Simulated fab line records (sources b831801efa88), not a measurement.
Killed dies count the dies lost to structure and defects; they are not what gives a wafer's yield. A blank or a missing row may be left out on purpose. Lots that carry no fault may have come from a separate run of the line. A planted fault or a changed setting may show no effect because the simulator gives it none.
fab line records	flow sky130
[record] lots = 24	wafers = 72	lastDay = 50
route steps=708 shown METAL3@567 METAL4@630 VIA4@652 METAL5@662 PASSIVATION@693 PAD_OPEN@707
lots with no fault: from the same line, run without faults
startH: hours from the record's opening day to when the first of the lot's shown wafers began	waitH: hours since the lot's step before	" as in the row above	L1.1+2: one row covering several wafers at once	- either no value or no given start	* or withheld: withheld	< > ~ a bound
route shown NAME@n: NAME is a module with steps in the file, n the number in the route of the first one	usual: average and standard deviation across the fault-free wafers	same: alike in all rows	chamber/n: place in a boat	sites: readings site by site	_std_site: their standard deviation	_edge_site: outer sites' mean less inner sites'	radiusMm: for every site, how far away it sits from the centre of the wafer	mask NAME#n: copy n	behind: the most recent tool/chamber to have shaped the wafer	hold: why the lot was held/for how many hours/how that ended	device: the n, p or np transistor that did not switch	end of line: at the end of the route, the tests of the same wafers	for a step that has no rows: nothing shown but its recipe	killed: dies lost to structure and defects at the first sort, not the wafer's yield	map: a wafer's dies, marking killed ones x, the rest . and places with no die _
set.NAME: setting as actually run; set.NAME@STEP: the setting as run at that earlier step	model.NAME: the simulator's own value behind a step, which no gauge read
a sample of lots followed through the steps of the route, with each step as a table and each wafer as a row
services: a tool's chamber out of use, with start hour (startH, from the record's first day; less than 0 if before it), hours out, and reason
[[steps]]
[step SKY_METAL3_ETCH_17]
[recipe] target = SiO2	stopOn = TiN	chemistry = C4F8/O2/Ar	sourceW = 1500	biasW = 1200	pressureMtorr = 40	c4f8FlowSccm = withheld	O2_flow_sccm = 6	Ar_flow_sccm = 300	timeS = 3.9	targetDepthA = 150
[usual] oesProductAu = 0.755/0.0066
lot.wafer	tool	chamber	startH	waitH	oesProductAu	rfHoursCounterH
L074.3	rieDiel-04	0	895.60	0.0	0.755	12
L074.4	"	3	"	"	0.764	20
L074.5	"	0	"	"	0.764	-
L075.3	rieDiel-04	3	909.52	0.0	0.757	20
L075.4	"	1	"	"	0.764	-
L075.6	"	2	"	"	0.765	-
L076.1	rieDiel-01	3	927.07	0.1	0.751	19
L076.2	"	1	"	"	0.756	19
L076.3	"	2	"	"	0.751	16
L077.2	rieDiel-04	2	935.27	0.1	0.747	2
L077.4	"	0	"	"	0.755	13
L077.5	"	3	"	"	0.754	-
L079.4	rieDiel-02	0	939.77	0.0	0.754	10
L079.5	"	2	"	"	0.762	-
L079.6	"	3	"	"	0.756	-
L078.2	rieDiel-04	0	945.79	0.1	0.751	13
L078.3	"	3	"	"	0.757	21
L078.4	"	1	"	"	0.755	18
L080.2	rieDiel-04	2	951.09	0.1	0.751	2
L080.5	"	0	"	"	0.748	-
L080.6	"	2	"	"	0.751	-
L081.2	rieDiel-04	0	963.15	0.1	0.745	14
L081.4	"	1	"	"	0.761	19
L081.6	"	3	"	"	0.751	-
L082.3	rieDiel-02	3	963.87	0.0	0.751	7
L082.5	"	2	"	"	0.759	-
L082.6	"	3	"	"	0.761	-
L083.3	rieDiel-04	0	965.62	0.0	0.757	14
L083.5	"	0	"	"	0.766	-
L083.6	"	1	"	"	0.761	-
L084.1	rieDiel-02	3	975.75	0.1	0.744	7
L084.4	"	0	"	"	0.767	11
L084.6	"	2	"	"	0.753	-
L085.2	rieDiel-01	1	985.19	0.1	0.747	21
L085.3	"	3	"	"	0.754	20
L085.6	"	3	"	"	0.752	-
L086.3	rieDiel-04	3	990.55	0.0	0.759	23
L086.5	"	3	"	"	0.761	-
L086.6	"	2	"	"	0.756	-
L087.2	rieDiel-04	0	998.69	0.1	0.753	15
L087.3	"	2	"	"	0.759	4
L087.6	"	1	"	"	0.768	-
L089.3	rieDiel-01	1	1005.79	0.0	0.745	22
L089.5	"	2	"	"	0.760	-
L089.6	"	1	"	"	0.747	-
L088.1	rieDiel-02	1	1008.84	0.1	0.755	6
L088.2	"	0	"	"	0.756	12
L088.6	"	0	"	"	0.766	-
L090.1	rieDiel-02	1	1017.84	0.1	0.757	6
L090.3	"	3	"	"	0.757	8
L090.5	"	2	"	"	0.754	-
L091.1	rieDiel-04	1	1023.42	0.1	0.749	21
L091.2	"	3	"	"	0.747	24
L091.6	"	0	"	"	0.755	-
L092.1	rieDiel-01	0	1026.85	0.1	0.753	9
L092.4	"	1	"	"	0.766	22
L092.6	"	3	"	"	0.764	-
L093.2	rieDiel-02	3	1034.60	0.1	0.747	9
L093.4	"	2	"	"	0.754	5
L093.6	"	2	"	"	0.755	-
L094.2	rieDiel-04	1	1043.85	0.1	0.750	21
L094.5	"	3	"	"	0.757	-
L094.6	"	2	"	"	0.756	-
L095.2	rieDiel-01	2	1044.24	0.1	0.761	19
L095.5	"	3	"	"	0.765	-
L095.6	"	2	"	"	0.763	-
L096.1	rieDiel-04	0	1048.94	0.1	0.752	17
L096.2	"	3	"	"	0.758	25
L096.6	"	3	"	"	0.768	-
L097.1	rieDiel-01	1	1058.22	0.1	0.756	23
L097.5	"	1	"	"	0.761	-
L097.6	"	2	"	"	0.753	-
[step SKY_METAL4_OVL_MEAS_14]
[usual] METAL4_OVL = 3/4.5
lot.wafer	tool	chamber	startH	waitH	METAL4_OVL[nm]
L074.3	overlay-01	-	971.76	0.1	4
L074.4	"	-	"	"	6
L074.5	"	-	"	"	5
L075.3	overlay-01	-	985.95	0.1	1
L075.4	"	-	"	"	6
L075.6	"	-	"	"	8
L076.1	overlay-01	-	1003.15	0.1	1
L076.2	"	-	"	"	-2
L076.3	"	-	"	"	6
L077.2	overlay-02	-	1011.08	0.1	9
L077.4	"	-	"	"	10
L077.5	"	-	"	"	1
L079.4	overlay-02	-	1015.24	0.1	4
L079.5	"	-	"	"	2
L079.6	"	-	"	"	2
L078.2	overlay-02	-	1021.01	0.1	-6
L078.3	"	-	"	"	-1
L078.4	"	-	"	"	-4
L080.2	overlay-01	-	1025.34	0.1	0
L080.5	"	-	"	"	-1
L080.6	"	-	"	"	-3
L081.2	overlay-02	-	1036.76	0.1	-4
L081.4	"	-	"	"	-8
L081.6	"	-	"	"	-4
L082.3	overlay-02	-	1037.28	0.1	3
L082.5	"	-	"	"	1
L082.6	"	-	"	"	3
L083.3	overlay-01	-	1039.23	0.1	5
L083.5	"	-	"	"	5
L083.6	"	-	"	"	3
L084.1	overlay-02	-	1047.90	0.1	8
L084.4	"	-	"	"	7
L084.6	"	-	"	"	10
L085.2	overlay-02	-	1056.83	0.1	1
L085.3	"	-	"	"	-3
L085.6	"	-	"	"	4
L086.3	overlay-01	-	1062.18	0.1	4
L086.5	"	-	"	"	1
L086.6	"	-	"	"	6
L087.2	overlay-02	-	1069.24	0.1	6
L087.3	"	-	"	"	-4
L087.6	"	-	"	"	-1
L089.3	overlay-02	-	1075.33	0.1	3
L089.5	"	-	"	"	-3
L089.6	"	-	"	"	-1
L088.1	overlay-01	-	1078.52	0.1	8
L088.2	"	-	"	"	-1
L088.6	"	-	"	"	-1
L090.1	overlay-01	-	1086.52	0.1	3
L090.3	"	-	"	"	2
L090.5	"	-	"	"	2
L091.1	overlay-02	-	1091.90	0.1	8
L091.2	"	-	"	"	15
L091.6	"	-	"	"	11
L092.1	overlay-01	-	1095.12	0.1	0
L092.4	"	-	"	"	7
L092.6	"	-	"	"	8
L093.2	overlay-02	-	1102.33	0.1	-3
L093.4	"	-	"	"	-1
L093.6	"	-	"	"	2
L094.2	overlay-01	-	1111.21	0.1	3
L094.5	"	-	"	"	-4
L094.6	"	-	"	"	1
L095.2	overlay-01	-	1111.44	0.1	2
L095.5	"	-	"	"	3
L095.6	"	-	"	"	2
L096.1	overlay-01	-	1114.79	0.1	-5
L096.2	"	-	"	"	1
L096.6	"	-	"	"	-4
L097.1	overlay-01	-	1122.87	0.1	5
L097.5	"	-	"	"	7
L097.6	"	-	"	"	0
[step SKY_VIA4_STRIP_13]
[recipe] chemistry = O2/N2	powerW = 1400	pressureMtorr = 1500	platenTempC = withheld	o2FlowSccm = 3000	n2FlowSccm = 300	overashFraction = 0.5
[usual] drypumpMotorCurrentA = 5.4/0.31	oesProductAu = 0.709/0.0044	stripTimeToEndpointS = 12.806/0.029
lot.wafer	tool	chamber	startH	waitH	drypumpMotorCurrentA	oesProductAu	rfHoursCounterH	stripTimeToEndpointS
L074.3	plasmaAsher-01	0	996.49	-	5.4	0.711	-	12.824
L074.4	"	1	"	"	4.9	0.713	-	12.826
L074.5	"	1	"	"	4.9	0.709	-	12.829
L075.3	plasmaAsher-04	0	1010.91	-	5.1	0.705	-	12.818
L075.4	"	1	"	"	5.4	0.708	-	12.853
L075.6	"	0	"	"	5.1	0.705	-	12.862
L076.1	plasmaAsher-03	0	1027.11	-	5.6	0.707	90	12.854
L076.2	"	1	"	"	5.7	0.702	90	12.806
L076.3	"	1	"	"	5.7	0.705	-	12.767
L077.2	plasmaAsher-04	0	1035.41	-	5.1	0.707	30	12.779
L077.4	"	1	"	"	5.3	0.705	-	12.815
L077.5	"	0	"	"	5.1	0.708	-	12.843
L079.4	plasmaAsher-01	0	1039.32	-	5.4	0.711	-	12.827
L079.5	"	1	"	"	4.9	0.710	-	12.836
L079.6	"	0	"	"	5.4	0.708	-	12.884
L078.2	plasmaAsher-01	1	1045.14	-	4.9	0.708	120	12.868
L078.3	"	1	"	"	4.9	0.697	-	12.826
L078.4	"	0	"	"	5.4	0.705	-	12.807
L080.2	plasmaAsher-01	1	1049.06	-	4.8	0.718	121	12.829
L080.5	"	1	"	"	4.9	0.712	-	12.841
L080.6	"	0	"	"	5.4	0.710	-	12.811
L081.2	plasmaAsher-03	0	1060.52	-	5.6	0.711	93	12.813
L081.4	"	0	"	"	5.6	0.707	-	12.762
L081.6	"	1	"	"	5.7	0.708	-	12.768
L082.3	plasmaAsher-04	0	1060.86	-	5.1	0.713	-	12.799
L082.5	"	0	"	"	5.1	0.703	-	12.787
L082.6	"	1	"	"	5.4	0.709	-	12.802
L083.3	plasmaAsher-03	0	1062.84	-	5.6	0.713	-	12.809
L083.5	"	0	"	"	5.6	0.712	-	12.850
L083.6	"	1	"	"	5.7	0.708	-	12.808
L084.1	plasmaAsher-01	0	1070.67	-	5.4	0.715	1	12.816
L084.4	"	0	"	"	5.4	0.706	-	12.789
L084.6	"	1	"	"	4.9	0.712	-	12.770
L085.2	plasmaAsher-03	0	1079.14	-	5.6	0.712	95	12.763
L085.3	"	0	"	"	5.6	0.716	-	12.802
L085.6	"	0	"	"	5.6	0.718	-	12.821
L086.3	plasmaAsher-03	0	1084.54	-	5.6	0.707	-	12.770
L086.5	"	0	"	"	5.6	0.703	-	12.836
L086.6	"	1	"	"	5.7	0.711	-	12.825
L087.2	plasmaAsher-03	1	1091.31	-	5.7	0.707	96	12.822
L087.3	"	1	"	"	5.7	0.712	-	12.801
L087.6	"	0	"	"	5.6	0.711	-	12.769
L089.3	plasmaAsher-01	0	1097.21	-	5.5	0.707	-	12.774
L089.5	"	0	"	"	5.4	0.708	-	12.777
L089.6	"	1	"	"	4.9	0.714	-	12.827
L088.1	plasmaAsher-01	0	1102.26	-	5.4	0.711	4	12.790
L088.2	"	1	"	"	4.9	0.708	4	12.774
L088.6	"	1	"	"	4.9	0.706	-	12.787
L090.1	plasmaAsher-01	0	1108.68	-	5.4	0.706	4	12.747
L090.3	"	0	"	"	5.5	0.708	-	12.835
L090.5	"	0	"	"	5.4	0.708	-	12.758
L091.1	plasmaAsher-01	0	1114.61	-	5.4	0.705	5	12.862
L091.2	"	1	"	"	4.9	0.710	5	12.852
L091.6	"	0	"	"	5.4	0.703	-	12.770
L092.1	plasmaAsher-04	1	1116.68	-	5.4	0.715	38	12.811
L092.4	"	0	"	"	5.1	0.712	-	12.779
L092.6	"	0	"	"	5.1	0.718	-	12.774
L093.2	plasmaAsher-01	0	1124.09	-	5.4	0.722	6	12.761
L093.4	"	0	"	"	5.4	0.711	-	12.791
L093.6	"	1	"	"	4.9	0.708	-	12.784
L094.2	plasmaAsher-03	0	1132.39	-	5.6	0.710	100	12.778
L094.5	"	1	"	"	5.7	0.707	-	12.783
L094.6	"	0	"	"	5.6	0.710	-	12.820
L095.2	plasmaAsher-03	1	1133.03	-	5.7	0.709	100	12.796
L095.5	"	0	"	"	5.6	0.709	-	12.789
L095.6	"	1	"	"	5.7	0.709	-	12.801
L096.1	plasmaAsher-03	0	1135.64	-	5.6	0.716	100	12.755
L096.2	"	1	"	"	5.7	0.718	100	12.786
L096.6	"	1	"	"	5.7	0.707	-	12.787
L097.1	plasmaAsher-01	1	1143.46	-	4.9	0.712	8	12.780
L097.5	"	1	"	"	4.9	0.708	-	12.830
L097.6	"	0	"	"	5.5	0.706	-	12.804
[step SKY_METAL5_SPUTTER_01]
[recipe] material = TiN	targetThkNm = 20	powerW = 6500	timeS = 16.7	chamberPressurePa = 0.4
[usual] throttleValvePct = 30.4/0.86
lot.wafer	tool	chamber	startH	waitH	throttleValvePct
L074.3	pvdSputter-02	-	998.08	0.0	30.9
L074.4	"	-	"	"	29.7
L074.5	"	-	"	"	30.4
L075.3	pvdSputter-02	-	1012.18	0.0	29.6
L075.4	"	-	"	"	30.3
L075.6	"	-	"	"	31.0
L076.1	pvdSputter-03	-	1028.42	0.0	27.5
L076.2	"	-	"	"	30.9
L076.3	"	-	"	"	29.7
L077.2	pvdSputter-02	-	1036.72	0.0	29.6
L077.4	"	-	"	"	31.4
L077.5	"	-	"	"	30.9
L079.4	pvdSputter-02	-	1040.60	0.0	29.8
L079.5	"	-	"	"	30.8
L079.6	"	-	"	"	30.4
L078.2	pvdSputter-03	-	1046.49	0.0	29.3
L078.3	"	-	"	"	27.7
L078.4	"	-	"	"	29.3
L080.2	pvdSputter-04	-	1050.37	0.0	30.6
L080.5	"	-	"	"	30.4
L080.6	"	-	"	"	29.9
L081.2	pvdSputter-02	-	1061.83	0.0	29.7
L081.4	"	-	"	"	31.4
L081.6	"	-	"	"	29.3
L082.3	pvdSputter-04	-	1062.13	0.0	30.7
L082.5	"	-	"	"	31.5
L082.6	"	-	"	"	30.4
L083.3	pvdSputter-03	-	1064.13	0.0	29.1
L083.5	"	-	"	"	30.7
L083.6	"	-	"	"	29.4
L084.1	pvdSputter-04	-	1072.01	0.0	29.7
L084.4	"	-	"	"	31.5
L084.6	"	-	"	"	30.4
L085.2	pvdSputter-02	-	1080.45	0.0	31.2
L085.3	"	-	"	"	31.0
L085.6	"	-	"	"	30.5
L086.3	pvdSputter-04	-	1086.44	0.0	31.6
L086.5	"	-	"	"	30.3
L086.6	"	-	"	"	31.5
L087.2	pvdSputter-02	-	1092.62	0.0	29.7
L087.3	"	-	"	"	30.3
L087.6	"	-	"	"	31.0
L089.3	pvdSputter-02	-	1098.51	0.0	31.2
L089.5	"	-	"	"	29.4
L089.6	"	-	"	"	30.5
L088.1	pvdSputter-02	-	1103.57	0.0	30.5
L088.2	"	-	"	"	30.7
L088.6	"	-	"	"	31.0
L090.1	pvdSputter-04	-	1110.02	0.0	30.4
L090.3	"	-	"	"	30.3
L090.5	"	-	"	"	30.3
L091.1	pvdSputter-03	-	1115.92	0.0	30.9
L091.2	"	-	"	"	29.2
L091.6	"	-	"	"	29.5
L092.1	pvdSputter-02	-	1117.98	0.0	29.8
L092.4	"	-	"	"	30.8
L092.6	"	-	"	"	31.1
L093.2	pvdSputter-02	-	1125.40	0.0	31.1
L093.4	"	-	"	"	30.4
L093.6	"	-	"	"	31.0
L094.2	pvdSputter-04	-	1133.74	0.0	30.2
L094.5	"	-	"	"	30.3
L094.6	"	-	"	"	31.7
L095.2	pvdSputter-02	-	1134.34	0.0	30.8
L095.5	"	-	"	"	30.4
L095.6	"	-	"	"	31.3
L096.1	pvdSputter-02	-	1137.32	0.0	31.0
L096.2	"	-	"	"	30.3
L096.6	"	-	"	"	30.7
L097.1	pvdSputter-02	-	1144.81	0.0	31.2
L097.5	"	-	"	"	30.6
L097.6	"	-	"	"	29.4
[step SKY_PASSIVATION_STRIP_12]
[recipe] chemistry = O2/N2	powerW = 1400	pressureMtorr = 1500	platenTempC = withheld	overashFraction = 0.7	o2FlowSccm = 3000	n2FlowSccm = 300
[usual] drypumpMotorCurrentA = 5.5/0.37	oesProductAu = 0.661/0.0044	stripTimeToEndpointS = 31.52/0.14
lot.wafer	tool	chamber	startH	waitH	drypumpMotorCurrentA	oesProductAu	rfHoursCounterH	stripTimeToEndpointS
L074.3	plasmaAsher-01	0	1045.54	0.1	5.4	0.663	-	31.43
L074.4	"	1	"	"	4.9	0.658	-	31.42
L074.5	"	0	"	"	5.4	0.662	-	31.38
L075.3	plasmaAsher-02	1	1058.24	0.1	5.4	0.663	-	31.56
L075.4	"	0	"	"	6.0	0.660	-	31.33
L075.6	"	1	"	"	5.3	0.660	-	31.60
L076.1	plasmaAsher-02	1	1074.09	0.1	5.3	0.661	64	31.65
L076.2	"	0	"	"	6.0	0.661	64	31.45
L076.3	"	1	"	"	5.3	0.659	-	31.51
L077.2	plasmaAsher-04	1	1080.26	0.1	5.4	0.662	35	31.58
L077.4	"	1	"	"	5.4	0.666	-	31.54
L077.5	"	1	"	"	5.4	0.659	-	31.51
L079.4	plasmaAsher-02	0	1084.89	0.1	6.0	0.658	-	31.70
L079.5	"	0	"	"	6.0	0.663	-	31.59
L079.6	"	1	"	"	5.4	0.668	-	31.46
L078.2	plasmaAsher-02	0	1091.01	0.1	6.1	0.665	66	31.52
L078.3	"	1	"	"	5.4	0.654	-	31.67
L078.4	"	0	"	"	6.0	0.660	-	31.39
L080.2	plasmaAsher-02	0	1092.59	0.1	6.0	0.666	66	31.77
L080.5	"	0	"	"	6.1	0.658	-	31.61
L080.6	"	1	"	"	5.3	0.644	-	31.66
L081.2	plasmaAsher-02	0	1103.84	0.1	6.0	0.668	67	31.57
L081.4	"	1	"	"	5.3	0.667	-	31.44
L081.6	"	1	"	"	5.4	0.656	-	31.71
L082.3	plasmaAsher-02	1	1105.09	0.1	5.3	0.655	-	31.54
L082.5	"	0	"	"	6.0	0.661	-	31.55
L082.6	"	1	"	"	5.3	0.660	-	31.51
L083.3	plasmaAsher-02	0	1106.87	0.1	6.0	0.662	-	31.36
L083.5	"	0	"	"	6.0	0.656	-	31.19
L083.6	"	1	"	"	5.3	0.659	-	31.30
L084.1	plasmaAsher-02	0	1114.96	0.1	6.0	0.662	68	31.56
L084.4	"	1	"	"	5.4	0.669	-	31.66
L084.6	"	1	"	"	5.4	0.658	-	31.56
L085.2	plasmaAsher-04	1	1122.84	0.1	5.4	0.662	38	31.42
L085.3	"	1	"	"	5.4	0.663	-	31.39
L085.6	"	1	"	"	5.4	0.649	-	31.42
L086.3	plasmaAsher-02	0	1128.39	0.1	6.0	0.663	-	31.56
L086.5	"	1	"	"	5.3	0.659	-	31.57
L086.6	"	0	"	"	6.0	0.664	-	31.58
L087.2	plasmaAsher-02	1	1133.71	0.1	5.4	0.661	70	31.52
L087.3	"	1	"	"	5.4	0.665	-	31.44
L087.6	"	0	"	"	6.0	0.658	-	31.47
L089.3	plasmaAsher-01	0	1138.74	0.1	5.4	0.657	-	31.56
L089.5	"	0	"	"	5.4	0.663	-	31.53
L089.6	"	1	"	"	4.9	0.662	-	31.55
L088.1	plasmaAsher-04	0	1143.26	0.1	5.1	0.658	40	31.25
L088.2	"	1	"	"	5.4	0.667	40	31.35
L088.6	"	0	"	"	5.1	0.665	-	31.40
L090.1	plasmaAsher-04	0	1149.29	0.1	5.1	0.661	41	31.44
L090.3	"	0	"	"	5.1	0.661	-	31.63
L090.5	"	1	"	"	5.4	0.660	-	31.49
L091.1	plasmaAsher-01	0	1154.61	0.1	5.4	0.662	8	31.63
L091.2	"	1	"	"	4.9	0.662	8	31.65
L091.6	"	0	"	"	5.5	0.660	-	31.68
L092.1	plasmaAsher-01	0	1156.54	0.1	5.4	0.659	9	31.39
L092.4	"	1	"	"	4.9	0.664	-	31.60
L092.6	"	0	"	"	5.4	0.657	-	31.52
L093.2	plasmaAsher-02	0	1163.46	0.1	6.0	0.664	73	31.69
L093.4	"	1	"	"	5.4	0.664	-	31.84
L093.6	"	0	"	"	6.0	0.658	-	31.77
L094.2	plasmaAsher-04	1	1170.61	0.1	5.4	0.657	43	31.45
L094.5	"	0	"	"	5.1	0.655	-	31.34
L094.6	"	1	"	"	5.4	0.654	-	31.33
L095.2	plasmaAsher-01	0	1171.31	0.1	5.4	0.665	10	31.52
L095.5	"	0	"	"	5.4	0.660	-	31.43
L095.6	"	1	"	"	4.9	0.658	-	31.53
L096.1	plasmaAsher-04	0	1173.71	0.1	5.1	0.667	43	31.81
L096.2	"	1	"	"	5.4	0.660	43	31.71
L096.6	"	0	"	"	5.1	0.663	-	31.70
L097.1	plasmaAsher-02	1	1180.66	0.1	5.4	0.661	75	31.41
L097.5	"	0	"	"	6.0	0.655	-	31.35
L097.6	"	1	"	"	5.4	0.663	-	31.40
[step SKY_PAD_OPEN_BOW_MEAS_13]
[recipe] mode = bow
[usual] PAD_OPEN_BOW = 50/8.1
lot.wafer	tool	chamber	startH	waitH	PAD_OPEN_BOW[um]
L074.3	filmMetro-01	-	1069.07	-	56
L074.4	"	-	"	"	55
L074.5	"	-	"	"	50
L075.3	filmMetro-01	-	1081.86	-	66
L075.4	"	-	"	"	55
L075.6	"	-	"	"	42
L076.1	filmMetro-03	-	1096.89	-	47
L076.2	"	-	"	"	47
L076.3	"	-	"	"	46
L077.2	filmMetro-02	-	1102.99	-	47
L077.4	"	-	"	"	36
L077.5	"	-	"	"	41
L079.4	filmMetro-02	-	1108.01	-	64
L079.5	"	-	"	"	60
L079.6	"	-	"	"	43
L078.2	filmMetro-01	-	1114.60	-	45
L078.3	"	-	"	"	49
L078.4	"	-	"	"	60
L080.2	filmMetro-02	-	1114.68	-	41
L080.5	"	-	"	"	39
L080.6	"	-	"	"	44
L081.2	filmMetro-01	-	1126.18	-	61
L081.4	"	-	"	"	53
L081.6	"	-	"	"	59
L082.3	filmMetro-01	-	1127.20	-	49
L082.5	"	-	"	"	36
L082.6	"	-	"	"	49
L083.3	filmMetro-03	-	1128.14	-	56
L083.5	"	-	"	"	64
L083.6	"	-	"	"	54
L084.1	filmMetro-03	-	1136.65	-	40
L084.4	"	-	"	"	50
L084.6	"	-	"	"	42
L085.2	filmMetro-01	-	1144.48	-	42
L085.3	"	-	"	"	43
L085.6	"	-	"	"	42
L086.3	filmMetro-03	-	1148.39	-	56
L086.5	"	-	"	"	53
L086.6	"	-	"	"	58
L087.2	filmMetro-02	-	1154.23	-	45
L087.3	"	-	"	"	52
L087.6	"	-	"	"	46
L089.3	filmMetro-03	-	1159.49	-	39
L089.5	"	-	"	"	39
L089.6	"	-	"	"	49
L088.1	filmMetro-03	-	1163.63	-	48
L088.2	"	-	"	"	58
L088.6	"	-	"	"	50
L090.1	filmMetro-03	-	1168.93	-	62
L090.3	"	-	"	"	52
L090.5	"	-	"	"	46
L091.1	filmMetro-02	-	1173.73	-	51
L091.2	"	-	"	"	59
L091.6	"	-	"	"	63
L092.1	filmMetro-02	-	1176.15	-	30
L092.4	"	-	"	"	40
L092.6	"	-	"	"	44
L093.2	filmMetro-02	-	1182.02	-	47
L093.4	"	-	"	"	48
L093.6	"	-	"	"	51
L094.2	filmMetro-01	-	1188.92	-	63
L094.5	"	-	"	"	49
L094.6	"	-	"	"	49
L095.2	filmMetro-02	-	1189.23	-	49
L095.5	"	-	"	"	43
L095.6	"	-	"	"	51
L096.1	filmMetro-01	-	1191.90	-	55
L096.2	"	-	"	"	47
L096.6	"	-	"	"	52
L097.1	filmMetro-01	-	1197.78	-	51
L097.5	"	-	"	"	54
L097.6	"	-	"	"	62
[[services]]
tool	chamber	startH	hours	kind
plasmaAsher-01	-	900.52	4.5	repair
rieDiel-04	0	903.03	18.8	repair
pvdSputter-04	-	911.31	1.6	repair
rieDiel-01	2	934.68	7.0	repair
rieDiel-02	-	943.06	0.5	repair
rieDiel-04	1	946.71	6.6	repair
rieDiel-01	2	955.45	3.0	repair
pvdSputter-02	-	955.71	0.5	repair
rieDiel-02	3	956.68	3.4	repair
rieDiel-02	2	957.26	6.6	repair
rieDiel-01	3	963.86	4.7	repair
plasmaAsher-02	-	992.71	0.5	repair
plasmaAsher-03	-	1013.91	0.9	repair
rieDiel-01	0	1015.51	3.7	repair
plasmaAsher-01	-	1021.03	1.9	repair
plasmaAsher-03	-	1032.98	4.3	pm
plasmaAsher-01	-	1033.50	4.4	repair
plasmaAsher-02	-	1048.99	0.6	repair
plasmaAsher-02	-	1052.70	3.9	repair
plasmaAsher-01	-	1055.25	9.0	pm
plasmaAsher-03	-	1065.66	0.7	repair
plasmaAsher-04	-	1111.99	3.7	repair
plasmaAsher-04	-	1131.85	0.3	repair
plasmaAsher-01	-	1158.34	2.8	repair
[[key]]
fault none
